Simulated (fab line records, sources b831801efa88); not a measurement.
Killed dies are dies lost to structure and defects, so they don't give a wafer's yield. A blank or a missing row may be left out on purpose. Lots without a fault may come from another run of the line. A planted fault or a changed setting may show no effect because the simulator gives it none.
fab line records | flow gf180mcu
record lots=13 wafers=39 last_day=34
route steps=602 shown DUAL_GATE@148 CONTACT@304 M1@319 V1@357
lots that met no fault: from a run of the same line without faults
start_h: hours from the record's first day to the start of the lot's first wafer shown | wait_h: hours since the lot's step before | " the same as in the row above | L1.1+2: a row that stands for several wafers | - no value, or no start given | * or withheld: withheld | < > ~ a bound
route shown NAME@n: a module of which the file shows steps, and the number in the route of the first | usual: mean/standard deviation of fault-free wafers | same: alike in all rows | chamber/n: place in a boat | sites: the reading at each site | _std_site: their standard deviation | _edge_site: outer sites' mean less inner sites' | radius_mm: how far each site lies from the wafer's centre | mask NAME#n: copy n | behind: the tool/chamber that last shaped the wafer | hold: why the lot was held/for how many hours/how that ended | device: the transistor (n, p or np) that didn't switch | end of line: the same wafers' tests at the end of the route | a step without rows: its recipe alone | killed: dies lost to structure and defects at the first sort, not the wafer's yield | map: a wafer's dies, x killed, . not, _ none there
set.NAME: the setting as run; set.NAME@STEP: as run at that earlier step | model.NAME: the simulator's own value behind a step, which no gauge read
steps of the route over a sample of lots; a table a step, a row a wafer
services: from which hour (start_h, from the record's first day; less than 0 if before it) a tool's chamber was out of use, for how many hours, and why
## steps
# step GF_DUAL_GATE_SOFTBAKE_07
# recipe temp_c=90 time_s=60 resist=NOVOLAK
# usual plate_temp_C=89.98/0.12 run_length_s=89.04/0.16
# columns lot.wafer tool chamber start_h wait_h plate_temp_C run_length_s
L703.1 litho_track-03 0 165.88 0.1 90.05 89.03
L703.2 " 0 " " 89.94 89.16
L703.4 " 0 " " 90.03 88.94
L704.1 litho_track-04 0 178.22 0.1 90.10 89.14
L704.2 " 0 " " 90.12 89.30
L704.3 " 0 " " 90.17 89.18
L707.3 litho_track-03 0 200.78 0.1 89.83 89.03
L707.5 " 0 " " 89.82 88.96
L707.6 " 0 " " 90.09 88.86
L709.1 litho_track-04 0 215.72 0.1 89.99 89.08
L709.5 " 0 " " 89.96 89.13
L709.6 " 0 " " 89.93 89.10
L711.3 litho_track-03 0 218.93 0.1 90.01 88.94
L711.5 " 0 " " 89.95 89.01
L711.6 " 0 " " 90.06 89.06
L712.1 litho_track-03 0 233.28 0.1 89.91 89.01
L712.2 " 0 " " 89.94 88.88
L712.5 " 0 " " 89.94 89.11
L713.3 litho_track-04 0 234.42 0.1 90.11 89.19
L713.5 " 0 " " 89.82 89.08
L713.6 " 0 " " 90.08 89.26
L714.3 litho_track-04 0 246.32 0.1 90.05 89.09
L714.5 " 0 " " 89.96 89.26
L714.6 " 0 " " 89.97 89.18
L716.2 litho_track-01 0 256.83 0.1 89.86 89.19
L716.3 " 0 " " 89.94 89.01
L716.4 " 0 " " 89.99 89.38
L717.1 litho_track-01 0 269.15 0.1 90.00 89.09
L717.2 " 0 " " 90.01 89.05
L717.5 " 0 " " 89.94 89.20
L724.1 litho_track-03 0 314.23 0.1 90.05 126.72
L724.4 " 0 " " 90.03 126.64
L724.6 " 0 " " 89.93 126.57
L725.1 litho_track-03 0 323.13 0.1 90.02 126.89
L725.3 " 0 " " 89.78 126.58
L725.5 " 0 " " 89.89 126.53
L726.2 litho_track-04 0 328.04 0.1 90.16 89.21
L726.4 " 0 " " 90.15 89.11
L726.5 " 0 " " 90.24 89.28
# step GF_DUAL_GATE_STRIP_13
# recipe chemistry=O2/N2 power_w=1400 pressure_mtorr=1500 platen_temp_c=250 o2_flow_sccm=3000 n2_flow_sccm=300 overash_fraction=0.5
# usual drypump_motor_current_A=6.0/0.41 heater_power_w=326/31 oes_product_au=0.716/0.0049 strip_time_to_endpoint_s=12.63/0.037
# columns lot.wafer tool chamber start_h wait_h drypump_motor_current_A heater_power_w oes_product_au rf_hours_counter_h strip_time_to_endpoint_s
L703.1 plasma_asher-01 1 173.89 0.0 5.9 323 0.709 39 12.61
L703.2 " 0 " " 5.7 302 0.718 39 12.58
L703.4 " 0 " " 5.8 307 0.718 - 12.61
L704.1 plasma_asher-03 1 186.87 0.0 5.7 271 0.711 51 12.64
L704.2 " 0 " " 5.8 362 0.715 51 12.62
L704.3 " 0 " " 5.7 367 0.713 - 12.63
L707.3 plasma_asher-02 1 208.85 0.0 6.5 363 0.717 - 12.60
L707.5 " 1 " " 6.5 355 0.714 - 12.60
L707.6 " 0 " " 6.8 355 0.718 - 12.57
L709.1 plasma_asher-02 1 225.19 0.0 6.5 352 0.725 55 12.65
L709.5 " 0 " " 6.8 346 0.704 - 12.59
L709.6 " 1 " " 6.5 358 0.729 - 12.59
L711.3 plasma_asher-03 0 228.50 0.0 5.8 360 0.714 - 12.65
L711.5 " 1 " " 5.7 270 0.713 - 12.64
L711.6 " 0 " " 5.8 362 0.715 - 12.65
L712.1 plasma_asher-01 1 242.97 0.0 5.9 317 0.713 46 12.68
L712.2 " 0 " " 5.8 302 0.719 46 12.69
L712.5 " 1 " " 5.8 320 0.717 - 12.67
L713.3 plasma_asher-01 1 243.96 0.0 5.9 324 0.715 - 12.67
L713.5 " 1 " " 5.9 318 0.715 - 12.66
L713.6 " 0 " " 5.7 303 0.718 - 12.65
L714.3 plasma_asher-01 0 255.85 0.0 5.7 309 0.711 - 12.64
L714.5 " 0 " " 5.7 297 0.705 - 12.63
L714.6 " 1 " " 5.9 315 0.722 - 12.61
L716.2 plasma_asher-01 1 266.71 0.0 5.9 313 0.715 49 12.62
L716.3 " 1 " " 5.9 318 0.716 - 12.63
L716.4 " 0 " " 5.8 297 0.718 - 12.67
L717.1 plasma_asher-01 1 278.50 0.0 5.9 322 0.715 50 12.66
L717.2 " 0 " " 5.7 305 0.716 50 12.70
L717.5 " 1 " " 5.9 324 0.712 - 12.66
L724.1 plasma_asher-03 1 324.90 0.0 5.7 270 0.720 65 12.47
L724.4 " 1 " " 5.7 275 0.702 - 12.46
L724.6 " 1 " " 5.7 272 0.713 - 12.51
L725.1 plasma_asher-03 0 334.42 0.0 5.8 373 0.715 65 12.52
L725.3 " 0 " " 5.8 363 0.715 - 12.52
L725.5 " 0 " " 5.8 370 0.719 - 12.57
L726.2 plasma_asher-02 0 338.00 0.0 6.8 351 0.719 67 12.57
L726.4 " 1 " " 6.5 354 0.708 - 12.55
L726.5 " 0 " " 6.8 355 0.717 - 12.57
# step GF_CONTACT_ETCH_17
# recipe chemistry=C4F8/O2/Ar mask_material=KrF target=SiO2 stop_on=CoSi2 source_w=1500 bias_w=1200 pressure_mtorr=40 c4f8_flow_sccm=withheld O2_flow_sccm=6 Ar_flow_sccm=300 time_s=withheld target_depth_a=8600
# usual oes_product_au=0.815/0.0045
# columns lot.wafer tool chamber start_h wait_h oes_product_au
L703.1 rie_diel-01 3 - - 0.825
L703.2 " 0 " " 0.820
L703.4 " 2 " " 0.818
L704.1 rie_diel-02 2 - - 0.816
L704.2 " 3 " " 0.819
L704.3 " 1 " " 0.812
L707.3 rie_diel-02 0 - - 0.812
L707.5 " 2 " " 0.820
L707.6 " 3 " " 0.810
L709.1 rie_diel-01 0 - - 0.814
L709.5 " 1 " " 0.820
L709.6 " 0 " " 0.818
L711.3 rie_diel-04 1 - - 0.810
L711.5 " 3 " " 0.823
L711.6 " 2 " " 0.819
L712.1 rie_diel-01 3 - - 0.814
L712.2 " 2 " " 0.814
L712.5 " 1 " " 0.806
L713.3 rie_diel-02 3 - - 0.810
L713.5 " 0 " " 0.818
L713.6 " 1 " " 0.817
L714.3 rie_diel-02 0 - - 0.815
L714.5 " 1 " " 0.815
L714.6 " 0 " " 0.806
L716.2 rie_diel-04 0 - - 0.816
L716.3 " 1 " " 0.821
L716.4 " 2 " " 0.816
L717.1 rie_diel-04 0 - - 0.809
L717.2 " 1 " " 0.805
L717.5 " 0 " " 0.818
L724.1 rie_diel-02 1 - - 0.817
L724.4 " 3 " " 0.814
L724.6 " 2 " " 0.821
L725.1 rie_diel-02 3 - - 0.811
L725.3 " 1 " " 0.817
L725.5 " 1 " " 0.818
L726.2 rie_diel-01 0 - - 0.812
L726.4 " 0 " " 0.819
L726.5 " 2 " " 0.814
# step GF_M1_SPUTTER_04
# recipe material=TiN target_thk_nm=50 power_w=6500 time_s=41.7 chamber_pressure_pa=0.4
# usual throttle_valve_pct=29.8/0.78
# columns lot.wafer tool chamber start_h wait_h throttle_valve_pct
L703.1 pvd_sputter-04 - 361.77 0.0 29.2
L703.2 " - " " 30.2
L703.4 " - " " 30.6
L704.1 pvd_sputter-04 - 381.74 0.0 30.2
L704.2 " - " " 30.9
L704.3 " - " " 30.4
L707.3 pvd_sputter-04 - 409.40 0.0 29.2
L707.5 " - " " 30.2
L707.6 " - " " 30.6
L709.1 pvd_sputter-04 - 424.33 0.0 30.8
L709.5 " - " " 30.6
L709.6 " - " " 30.2
L711.3 pvd_sputter-04 - 433.35 0.0 30.4
L711.5 " - " " 30.4
L711.6 " - " " 30.4
L712.1 pvd_sputter-02 - 453.95 0.0 29.6
L712.2 " - " " 28.5
L712.5 " - " " 29.5
L713.3 pvd_sputter-04 - 454.31 0.0 30.8
L713.5 " - " " 29.1
L713.6 " - " " 30.5
L714.3 pvd_sputter-02 - 466.90 0.0 30.0
L714.5 " - " " 29.9
L714.6 " - " " 28.0
L716.2 pvd_sputter-02 - 482.09 0.0 29.6
L716.3 " - " " 30.0
L716.4 " - " " 28.2
L717.1 pvd_sputter-01 - 494.35 0.0 30.1
L717.2 " - " " 29.8
L717.5 " - " " 28.6
L724.1 pvd_sputter-01 - 546.14 0.0 28.7
L724.4 " - " " 29.1
L724.6 " - " " 29.0
L725.1 pvd_sputter-02 - 556.04 0.0 28.1
L725.3 " - " " 29.7
L725.5 " - " " 29.6
L726.2 pvd_sputter-04 - 560.40 0.0 29.4
L726.4 " - " " 30.7
L726.5 " - " " 30.4
# step GF_V1_SPUTTER_22
# recipe material=TiN target_thk_nm=10 chamber_pressure_pa=5 power_w=4000 time_s=40
# usual throttle_valve_pct=29.7/1.1
# columns lot.wafer tool chamber start_h wait_h throttle_valve_pct
L703.1 pvd_sputter-02 - 409.26 0.0 29.9
L703.2 " - " " 29.5
L703.4 " - " " 27.9
L704.1 pvd_sputter-03 - 431.58 0.0 30.1
L704.2 " - " " 28.7
L704.3 " - " " 32.3
L707.3 pvd_sputter-01 - 459.96 0.0 29.9
L707.5 " - " " 29.3
L707.6 " - " " 28.7
L709.1 pvd_sputter-03 - 475.22 0.0 31.9
L709.5 " - " " 28.4
L709.6 " - " " 30.2
L711.3 pvd_sputter-03 - 484.59 0.0 30.3
L711.5 " - " " 30.2
L711.6 " - " " 28.6
L712.1 pvd_sputter-02 - 504.16 0.0 28.1
L712.2 " - " " 30.1
L712.5 " - " " 29.6
L713.3 pvd_sputter-03 - 504.53 0.0 32.4
L713.5 " - " " 28.7
L713.6 " - " " 30.2
L714.3 pvd_sputter-03 - 516.09 0.0 30.3
L714.5 " - " " 28.6
L714.6 " - " " 30.1
L716.2 pvd_sputter-01 - 531.54 0.0 29.8
L716.3 " - " " 28.9
L716.4 " - " " 28.6
L717.1 pvd_sputter-03 - 542.96 0.0 30.4
L717.2 " - " " 30.5
L717.5 " - " " 30.4
L724.1 pvd_sputter-02 - 593.27 0.0 28.5
L724.4 " - " " 29.3
L724.6 " - " " 28.0
L725.1 pvd_sputter-01 - 601.34 0.0 30.0
L725.3 " - " " 29.6
L725.5 " - " " 28.9
L726.2 pvd_sputter-03 - 605.44 0.0 32.0
L726.4 " - " " 30.4
L726.5 " - " " 28.6
## services
# columns tool chamber start_h hours kind
pvd_sputter-01 - 144.13 5.8 repair
rie_diel-02 0 161.50 4.9 repair
rie_diel-02 3 173.77 3.6 repair
pvd_sputter-02 - 184.00 0.5 repair
rie_diel-02 1 184.66 17.2 repair
plasma_asher-01 - 196.33 3.0 repair
rie_diel-02 2 203.06 6.3 repair
rie_diel-02 1 224.58 11.8 repair
pvd_sputter-02 - 226.54 3.1 repair
rie_diel-02 0 260.24 3.5 repair
rie_diel-02 3 261.67 15.4 repair
pvd_sputter-02 - 295.24 13.4 repair
plasma_asher-01 - 300.29 1.3 repair
pvd_sputter-04 - 313.97 1.3 repair
rie_diel-02 - 390.54 4.3 pm
pvd_sputter-04 - 482.27 6.6 repair
pvd_sputter-03 - 488.34 3.2 repair
pvd_sputter-02 - 509.57 7.5 repair
pvd_sputter-04 - 513.08 6.4 repair
rie_diel-02 2 527.16 8.1 repair
plasma_asher-01 - 531.23 1.0 repair
plasma_asher-01 - 537.80 2.8 pm
pvd_sputter-02 - 538.51 15.4 repair
rie_diel-02 - 597.28 2.8 pm
## key
first_sign step=GF_DUAL_GATE_SOFTBAKE_07 reading=run_length_s direction=up sigmas=99+ usual=* struck=*
effect step=GF_DUAL_GATE_STRIP_13 reading=strip_time_to_endpoint_s direction=down sigmas=3.4 usual=* struck=*
met_at GF_DUAL_GATE_SOFTBAKE_07
struck_lots L724,L725
tester_left_out L724,L725
not_acting_at GF_CONTACT_ETCH_17,GF_M1_SPUTTER_04,GF_V1_SPUTTER_22
onset_between 233.28 314.23
fault kind=process_parameter_drift tool=litho_track-03 chamber=- onset_h=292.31 steps=GF_DUAL_GATE_SOFTBAKE_07 channel=time_s offset=* shape=step end_h=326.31 acts_in=* stated=*
# tester_left_out: of these lots the tester's yield and bins aren't shown, on N5 and GAA mostly nor the transistor test; their killed dies are dies lost to structure and defects alone, not to doping, threshold or leakage, so they don't give the yield
